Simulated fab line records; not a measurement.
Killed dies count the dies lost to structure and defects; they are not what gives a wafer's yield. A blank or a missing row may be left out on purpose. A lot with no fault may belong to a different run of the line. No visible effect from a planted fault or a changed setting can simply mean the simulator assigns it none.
The tool behind it: which one? | flow sky130 | 12 lots, 36 wafers sampled, at 5 steps of a route of 708

WHAT EACH GAUGE READ, for each wafer
SKY_LOCAL_INTERCONNECT_RS_MEAS_01: a four-point-probe measurement.
lot  | measured     | on            | LOCAL_INTERCONNECT_TIN_RS (ohm/sq)
L688 | day 29 06:24 | film_metro-02 | 14.20 14.29 14.23
L692 | day 30 22:15 | film_metro-04 | 14.17 14.14 14.13
L693 | day 31 08:55 | film_metro-03 | 14.07 14.14 14.17
L694 | day 31 11:39 | film_metro-03 | 14.24 14.26 14.09
L698 | day 32 21:42 | film_metro-04 | 14.15 13.98 14.00
L699 | day 33 07:09 | film_metro-02 | 14.24 14.23 14.17
L700 | day 33 15:07 | film_metro-03 | 14.42 14.45 14.23
L701 | day 33 19:38 | film_metro-03 | 13.92 14.11 13.93
L702 | day 34 03:37 | film_metro-04 | 14.00 14.30 13.99
L703 | day 34 15:53 | film_metro-04 | 14.03 13.93 14.12
L710 | day 36 05:20 | film_metro-02 | 14.00 13.96 13.99
L711 | day 36 14:20 | film_metro-03 | 13.93 13.96 13.90

SKY_LOCAL_INTERCONNECT_CD_MEAS_11: the cd target is 170 nm.
lot  | measured     | on        | cd_nm (nm)
L688 | day 30 10:55 | cd_sem-02 | 170.7 168.8 168.0
L692 | day 32 01:16 | cd_sem-02 | 170.2 170.2 170.8
L693 | day 32 11:32 | cd_sem-02 | 171.1 173.9 172.8
L694 | day 32 14:34 | cd_sem-02 | 167.2 168.8 169.7
L698 | day 33 23:55 | cd_sem-02 | 169.6 169.3 168.1
L699 | day 34 09:36 | cd_sem-01 | 169.2 169.4 169.6
L700 | day 34 17:14 | cd_sem-02 | 168.3 170.2 169.4
L701 | day 34 22:01 | cd_sem-02 | 170.3 168.1 169.1
L702 | day 35 06:04 | cd_sem-01 | 171.0 172.1 172.1
L703 | day 35 18:32 | cd_sem-01 | 173.7 172.6 173.7
L710 | day 37 06:37 | cd_sem-01 | 169.9 169.0 169.4
L711 | day 37 16:16 | cd_sem-02 | 168.0 168.3 168.4

SKY_CONTACT_THK_MEAS_01.
lot  | measured     | on            | CONTACT_CVD_00_THK (nm)
L688 | day 30 11:52 | film_metro-03 | 75.2 76.7 75.2
L692 | day 32 02:10 | film_metro-01 | 73.1 74.3 75.3
L693 | day 32 12:25 | film_metro-01 | 73.5 75.5 75.8
L694 | day 32 15:28 | film_metro-04 | 74.8 74.8 75.3
L698 | day 34 00:50 | film_metro-04 | 75.0 76.9 76.2
L699 | day 34 10:32 | film_metro-04 | 74.0 74.9 75.3
L700 | day 34 18:08 | film_metro-03 | 74.4 74.6 75.4
L701 | day 34 22:56 | film_metro-04 | 75.8 76.2 76.3
L702 | day 35 06:58 | film_metro-01 | 73.0 72.4 74.0
L703 | day 35 19:28 | film_metro-03 | 74.8 74.2 76.1
L710 | day 37 07:38 | film_metro-03 | 75.5

WHAT TOOL EACH LOT RAN ON (gives the tool, then ch and the chambers of the sampled wafers, and finally the start)
lot  | SKY_LOCAL_INTERCONNECT_METAL_ETCH_14 | SKY_LOCAL_INTERCONNECT_STRIP_15
L688 | rie_metal-03 ch 0,1, day 30 11:08    | plasma_asher-02 ch 0,1, day 30 11:11
L692 | rie_metal-04 ch 0,1, day 32 01:29    | plasma_asher-01 ch 0,1, day 32 01:32
L693 | rie_metal-03 ch 0,1, day 32 11:44    | plasma_asher-03 ch 0, day 32 11:47
L694 | rie_metal-04 ch 0,1, day 32 14:47    | plasma_asher-01 ch 0,1, day 32 14:50
L698 | rie_metal-03 ch 0,1, day 34 00:08    | plasma_asher-02 ch 0,1, day 34 00:11
L699 | rie_metal-03 ch 0,1, day 34 09:49    | plasma_asher-02 ch 0,1, day 34 09:53
L700 | rie_metal-03 ch 0,1, day 34 17:26    | plasma_asher-03 ch 0,1, day 34 17:29
L701 | rie_metal-03 ch 0,1, day 34 22:13    | plasma_asher-02 ch 0,1, day 34 22:16
L702 | rie_metal-03 ch 0,1, day 35 06:17    | plasma_asher-03 ch 0,1, day 35 06:20
L703 | rie_metal-03 ch 0,1, day 35 18:44    | plasma_asher-01 ch 0,1, day 35 18:47
L710 | rie_metal-03 ch 0,1, day 37 06:49    | plasma_asher-01 ch 0,1, day 37 06:52
L711 | rie_metal-03 ch 0, day 37 16:32      | plasma_asher-03 ch 0,1, day 37 16:38
- SKY_LOCAL_INTERCONNECT_METAL_ETCH_14: etches TiN in Cl2/BCl3, stops on PSG, target depth 110 nm, time 31.4 s.
- SKY_LOCAL_INTERCONNECT_STRIP_15: strips in O2/N2.

WHAT THE TOOLS THEMSELVES READ (means of the sampled wafers that have a number; where no wafer has one, the mark that the record gives instead)
SKY_LOCAL_INTERCONNECT_METAL_ETCH_14.
lot  | tool         | bcl3_flow_sccm (sccm) | drypump_motor_current_A (A) | oes_product_au (a.u.) | rf_fwd_power_W (W) | throttle_valve_pct (%)
L688 | rie_metal-03 | 29.99                 | 5.4                         | 0.938                 | 893                | 21.900
L692 | rie_metal-04 | 30.05                 | 5.2                         | 0.941                 | 885                | 21.905
L693 | rie_metal-03 | 29.92                 | 5.7                         | 0.942                 | 892                | 21.897
L694 | rie_metal-04 | 29.97                 | 5.4                         | 0.943                 | 886                | 21.903
L698 | rie_metal-03 | 29.88                 | 5.7                         | 0.943                 | 888                | 21.906
L699 | rie_metal-03 | 30.01                 | 5.5                         | 0.936                 | 890                | 21.908
L700 | rie_metal-03 | 30.08                 | 5.7                         | 0.934                 | 890                | 21.906
L701 | rie_metal-03 | 29.97                 | 5.4                         | 0.947                 | 889                | 21.894
L702 | rie_metal-03 | 29.97                 | 5.7                         | 0.942                 | 892                | 21.895
L703 | rie_metal-03 | 30.00                 | 5.4                         | 0.949                 | 889                | 21.900
L710 | rie_metal-03 | 30.07                 | 5.4                         | 0.917                 | 799                | 21.915
L711 | rie_metal-03 | 29.93                 | 5.2                         | 0.906                 | 752                | 21.925

SKY_LOCAL_INTERCONNECT_STRIP_15.
lot  | tool            | drypump_motor_current_A (A) | n2_flow_sccm (sccm) | oes_product_au (a.u.) | strip_time_to_endpoint_s (s)
L688 | plasma_asher-02 | 5.6                         | 299.7               | 0.428                 | 4.716
L692 | plasma_asher-01 | 5.7                         | 300.3               | 0.428                 | 4.712
L693 | plasma_asher-03 | 5.6                         | 300.8               | 0.430                 | 4.732
L694 | plasma_asher-01 | 5.7                         | 299.6               | 0.422                 | 4.688
L698 | plasma_asher-02 | 5.8                         | 299.8               | 0.422                 | 4.685
L699 | plasma_asher-02 | 5.8                         | 300.3               | 0.422                 | 4.740
L700 | plasma_asher-03 | 5.5                         | 300.0               | 0.426                 | 4.735
L701 | plasma_asher-02 | 5.6                         | 299.3               | 0.429                 | 4.736
L702 | plasma_asher-03 | 5.3                         | 300.0               | 0.425                 | 4.715
L703 | plasma_asher-01 | 6.1                         | 299.2               | 0.428                 | 4.713
L710 | plasma_asher-01 | 6.1                         | 300.4               | 0.432                 | 4.786
L711 | plasma_asher-03 | 5.3                         | 299.0               | 0.432                 | 4.762

THE ANSWER, worked out from the rows above alone
Rule: the usual values come from the lots themselves. Put in order of their means at a reading, lots are off if they are a third of the lots or fewer, leave a main group of 4 or more, and stand apart from it by a gap of 3 or more times the standard deviation of the main group's means; of several such gaps the widest counts. A main group whose means are all the same, to the digits that the tables above print for the reading, isn't used. A lot without any number at a reading at which 4 lots or more have one is off too. The other lots that the step has rows for count as sound. Order of review: gauges by route order, followed by the tools' own readings, for which a lot's mean as printed above is used. The first step at which some lot is off is used, and at that step the reading that is off furthest; a lot without a number counts as furthest.
Off at SKY_LOCAL_INTERCONNECT_METAL_ETCH_14 (rf_fwd_power_W): L710, L711. Main group: mean 889 W, sd 2.5.
If a tool, at that step or one of the process steps before it, ran each lot that is off and ran no sound lot following the first of them, it fits. One fits: SKY_LOCAL_INTERCONNECT_METAL_ETCH_14 on rie_metal-03. Its last sound lot is L703 (day 35 18:44), its first lot that is off L710 (day 37 06:49): a fault that began between those two fits.
The tool's own readings at SKY_LOCAL_INTERCONNECT_METAL_ETCH_14 bear it out: on the lots that are off they differ by more than 5 times the standard deviation of the sound lots' means. oes_product_au reads 0.911 a.u. there against 0.942 a.u. on the sound lots; rf_fwd_power_W reads 776 W there against 889 W on the sound lots.

WHAT HAD BEEN PUT IN BY THE SIMULATOR
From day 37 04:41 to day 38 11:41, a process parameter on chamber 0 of rie_metal-03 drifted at SKY_LOCAL_INTERCONNECT_METAL_ETCH_14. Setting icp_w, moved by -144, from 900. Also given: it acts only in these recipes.
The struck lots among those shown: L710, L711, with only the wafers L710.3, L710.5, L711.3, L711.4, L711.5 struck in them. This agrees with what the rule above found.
